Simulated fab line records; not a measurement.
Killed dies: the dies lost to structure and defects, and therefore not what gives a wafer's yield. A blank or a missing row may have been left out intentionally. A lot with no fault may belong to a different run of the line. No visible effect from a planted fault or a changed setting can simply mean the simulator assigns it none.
Which tool did it? -- flow sky130 -- 13 lots with 39 wafers sampled at 5 steps, on a route of 708 steps

WHAT EACH GAUGE READ, for each wafer
No reading from a measuring or inspecting step in the record can be judged against a usual standard deviation.

WHAT TOOL EACH LOT RAN ON (gives the tool, then ch and the chambers of the sampled wafers, and finally the start)
lot,SKY_CAP2M_SPUTTER_02,SKY_VIA4_ETCH_12,SKY_METAL5_STRIP_17,SKY_PASSIVATION_CVD_00,SKY_PAD_OPEN_PROBE_99
L595,"pvd_sputter-04, day 40 05:43","rie_diel-01 ch 0,2,3, day 43 06:52","wet_bench-03 ch 1, day 44 06:58","pecvd-03 ch 0,1,2, day 44 07:27",-
L596,"pvd_sputter-02, day 41 01:48","rie_diel-01 ch 0,2,3, day 44 01:28","wet_bench-01 ch 2, day 45 01:40","pecvd-03 ch 0,1,2, day 45 02:10",-
L597,"pvd_sputter-02, day 41 06:28","rie_diel-02 ch 0,1, day 44 04:46","wet_bench-01 ch 3, day 45 04:03","pecvd-03 ch 0,1,2, day 45 04:32",-
L599,"pvd_sputter-03, day 41 20:56","rie_diel-01 ch 1,2,3, day 44 18:15","wet_bench-01 ch 0, day 45 17:42","pecvd-01 ch 0,2, day 45 18:41",-
L598,"pvd_sputter-04, day 42 00:35","rie_diel-04 ch 0,2, day 45 00:00","wet_bench-01 ch 3, day 45 22:17","pecvd-01 ch 0,1,2, day 45 23:07",-
L601,"pvd_sputter-03, day 42 10:40","rie_diel-01 ch 1,3, day 45 07:55","wet_bench-01 ch 2, day 46 06:17","pecvd-01 ch 0,2, day 46 07:07",-
L602,"pvd_sputter-02, day 43 08:04","rie_diel-01 ch 1,2, day 46 03:12","wet_bench-02 ch 0, day 47 01:43","pecvd-02 ch 1,2, day 47 02:15",-
L606,"pvd_sputter-04, day 43 12:37","rie_diel-04 ch 0,1,3, day 46 08:10","wet_bench-01 ch 2, day 47 06:28","pecvd-02 ch 0,1,2, day 47 06:58",-
L605,"pvd_sputter-04, day 43 14:27","rie_diel-04 ch 0,1, day 46 10:00","wet_bench-01 ch 2, day 47 07:35","pecvd-01 ch 0,1,2, day 47 08:05",-
L604,"pvd_sputter-03, day 43 14:37","rie_diel-01 ch 0,1,2, day 46 10:28","wet_bench-03 ch 0, day 47 08:30","pecvd-03 ch 0,1,2, day 47 09:02","prober-02, day 49 02:15"
L607,"pvd_sputter-04, day 43 16:42","rie_diel-02 ch 1,2,3, day 46 12:24","wet_bench-01 ch 1, day 47 09:46","pecvd-03 ch 0,1, day 47 10:22","prober-01, day 49 04:06"
L611,"pvd_sputter-03, day 44 15:55","rie_diel-04 ch 1,2,3, day 47 09:19","wet_bench-01 ch 2, day 48 07:23","pecvd-03 ch 0,1,2, day 48 07:53","prober-01, day 49 22:28"
L616,"pvd_sputter-04, day 46 01:28","rie_diel-02 ch 0,1,2, day 48 15:13","wet_bench-03 ch 1, day 49 10:55","pecvd-02 ch 0,1, day 49 11:25",-
- SKY_CAP2M_SPUTTER_02: material TiN, target thk 200 nm, time 166.7 s.
- SKY_VIA4_ETCH_12: etches SiO2 in C4F8/O2/Ar, stops on TiN, target depth 580 nm.
- SKY_METAL5_STRIP_17: strips in post etch residue remover, time 1200 s.
- SKY_PASSIVATION_CVD_00: deposits SiO2, target thk 90 nm.
- SKY_PAD_OPEN_PROBE_99

WHAT THE TOOLS THEMSELVES READ (means of the sampled wafers that have a number; where no wafer has one, the mark that the record gives instead)
SKY_CAP2M_SPUTTER_02.
lot,tool,throttle_valve_pct (%)
L595,pvd_sputter-04,29.4
L596,pvd_sputter-02,30.1
L597,pvd_sputter-02,30.7
L599,pvd_sputter-03,29.9
L598,pvd_sputter-04,29.3
L601,pvd_sputter-03,30.8
L602,pvd_sputter-02,29.2
L606,pvd_sputter-04,28.5
L605,pvd_sputter-04,30.5
L604,pvd_sputter-03,30.9
L607,pvd_sputter-04,30.3
L611,pvd_sputter-03,29.8
L616,pvd_sputter-04,30.5

SKY_VIA4_ETCH_12.
lot,tool,oes_product_au (a.u.)
L595,rie_diel-01,0.922
L596,rie_diel-01,0.926
L597,rie_diel-02,0.922
L599,rie_diel-01,0.925
L598,rie_diel-04,0.927
L601,rie_diel-01,0.926
L602,rie_diel-01,0.918
L606,rie_diel-04,0.921
L605,rie_diel-04,0.929
L604,rie_diel-01,0.924
L607,rie_diel-02,0.925
L611,rie_diel-04,0.926
L616,rie_diel-02,0.925

SKY_PASSIVATION_CVD_00.
lot,tool,heater_power_w (W)
L595,pecvd-03,680
L596,pecvd-03,706
L597,pecvd-03,614
L599,pecvd-01,780
L598,pecvd-01,771
L601,pecvd-01,953
L602,pecvd-02,566
L606,pecvd-02,581
L605,pecvd-01,775
L604,pecvd-03,696
L607,pecvd-03,599
L611,pecvd-03,653
L616,pecvd-02,662

SKY_PAD_OPEN_PROBE_99.
lot,tool,defect_limited_yield (%),killed_at_M0_to_M3,killed_at_M4_up,killed_at_contacts,killed_at_front_end,killed_at_other,killed_dies,killed_open,killed_short,sort_bin_3_pad_short (%),sort_bin_5_function (%),sort_bin_6_memory (%),sort_n_pass,sort_yield_pct (%)
L604,prober-02,83.1,40,1.7,23,18,0.3,83,50,33,0.8,10.4,5.7,409,83.1
L607,prober-01,78.2,44,27.3,18,18,0.3,107,45,37,2.3,12.9,6.6,385,78.2
L611,prober-01,73.3,39,51.3,24,17,0.3,132,46,36,3.4,16.3,7.0,360,73.3

THE ANSWER, worked out from the rows above alone
Rule: usual is defined by the lots themselves. The widest of any qualifying gaps counts: lots, ordered by their means at a reading, are off when they make up no more than a third of the lots, leave a main group of 4 or more, and stand apart from it by 3 or more times the standard deviation of that group's means. If all means in a main group match to the digits the tables above print for the reading, that group is not used. A lot without any number at a reading at which 4 lots or more have one is off too. Any other lot the step has rows for is counted as sound. First the gauges in route order, then the tools' own readings, where a lot's mean is used as printed above. At the first step where some lot is off, the reading lying furthest off is the one used; lots without a number count as furthest.
No lot is off at any reading shown: from this, nothing can be told.

WHAT THE SIMULATOR PUT IN
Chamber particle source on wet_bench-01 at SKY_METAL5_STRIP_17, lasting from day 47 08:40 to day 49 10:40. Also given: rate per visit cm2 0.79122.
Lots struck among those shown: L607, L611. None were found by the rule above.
